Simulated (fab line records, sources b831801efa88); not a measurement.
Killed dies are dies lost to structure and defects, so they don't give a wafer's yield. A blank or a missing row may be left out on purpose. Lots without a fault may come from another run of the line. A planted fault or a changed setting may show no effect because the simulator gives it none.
Problem report in the 8D (eight disciplines) form, filled by code | flow gf180mcu | the parts of the form that need people (team, actions taken, sign-off) are left out

1. THE PROBLEM
oes_product_au at GF_V2_ETCH_17 reads a mean of 0.808 a.u. on 2 wafers of 2 lots; wafers without a fault read 0.855 a.u. with a standard deviation of 0.0046. That is -10 standard deviations from the usual mean.
The step: etches SiO2 in C4F8/O2/Ar, stops on TiN, target depth 630 nm.
The step gives no start for some of these wafers. The record holds 33 wafers of 11 lots with a number at this step. Rule for "out", or "out of limits": more than 4 standard deviations from the usual mean. The other wafers with a number count as sound.

2. WHAT IT IS AND WHAT IT IS NOT
question                    | is             | is not
which readings at this step | oes_product_au | -
which lots                  | L136, L137     | L118, L119, L121, L122, L126, L128, L130, L131, L132
which wafers of those lots  | L136.4, L137.2 | L136.2, L136.3, L137.3, L137.5
read on which tools         | rie_diel-04    | rie_diel-01, rie_diel-02

3. SUSPECTS, AND WHAT RULES EACH OUT
Counting: a tool at a process step up to the reading stays a suspect if it ran every lot that is out. Sound lots after the first of them don't rule it out here, since some wafers of a struck lot are sound.
- rie_diel-03 at GF_V1_ETCH_16 (etches BARC in N2/H2): kept. It ran every lot that is out, first L136 (day 24 23:41); its last sound lot up to then is L122 (day 19 03:52).
- cmp-01 at GF_V2_CMP_04 (polishes SiO2): kept. It ran every lot that is out, first L136 (day 26 00:00); its last sound lot up to then is L131 (day 24 12:45).
- rie_diel-04 at GF_V2_ETCH_17 (etches SiO2 in C4F8/O2/Ar, stops on TiN, target depth 630 nm): kept. It ran every lot that is out, first L136 (day 26 21:26); its last sound lot up to then is L126 (day 23 07:03). Its own readings are out on those wafers: oes_product_au. GF_V2_ETCH_17 gives no start for some lots, so the hours and the order of its lots are those of GF_V2_STRIP_18.
- Within cmp-01 at GF_V2_CMP_04: the wafers that are out ran in chamber 0; their sound lot-mates ran in chambers 1, 3.
Left after counting: rie_diel-03 at GF_V1_ETCH_16, cmp-01 at GF_V2_CMP_04, rie_diel-04 at GF_V2_ETCH_17.

4. THE CAUSE (what the simulator had put in)
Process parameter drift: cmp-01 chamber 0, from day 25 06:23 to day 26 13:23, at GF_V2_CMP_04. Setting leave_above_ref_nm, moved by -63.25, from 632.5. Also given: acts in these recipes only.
Counting left 3 suspects, and this tool is among them.

5. THE CHAIN OF EFFECTS, in route order
Each row: a reading whose mean over the struck wafers that have a number lies more than 3 standard deviations from the usual. Only readings for which the record gives a usual standard deviation are gone through. hours: the time from each lot's start at the first step in this table that gives one to its start at this step, as a median over the lots. sigmas: the change in usual standard deviations.
hours | step          | reading            | usual      | on struck wafers | change | sigmas
0     | GF_V2_CMP_04  | time_to_endpoint_s | 79 s       | 98               | +18    | +3.4
-     | GF_V2_ETCH_17 | oes_product_au     | 0.855 a.u. | 0.808            | -0.046 | -10
The process steps in it:
- GF_V2_CMP_04: polishes SiO2.
- GF_V2_ETCH_17: etches SiO2 in C4F8/O2/Ar, stops on TiN, target depth 630 nm.

6. WHAT WOULD HAVE CAUGHT IT SOONER
Of the tool readings at GF_V2_CMP_04 for which the record gives a usual standard deviation, none was out on any struck wafer, so an alarm limit of 4 standard deviations on them would not have fired.
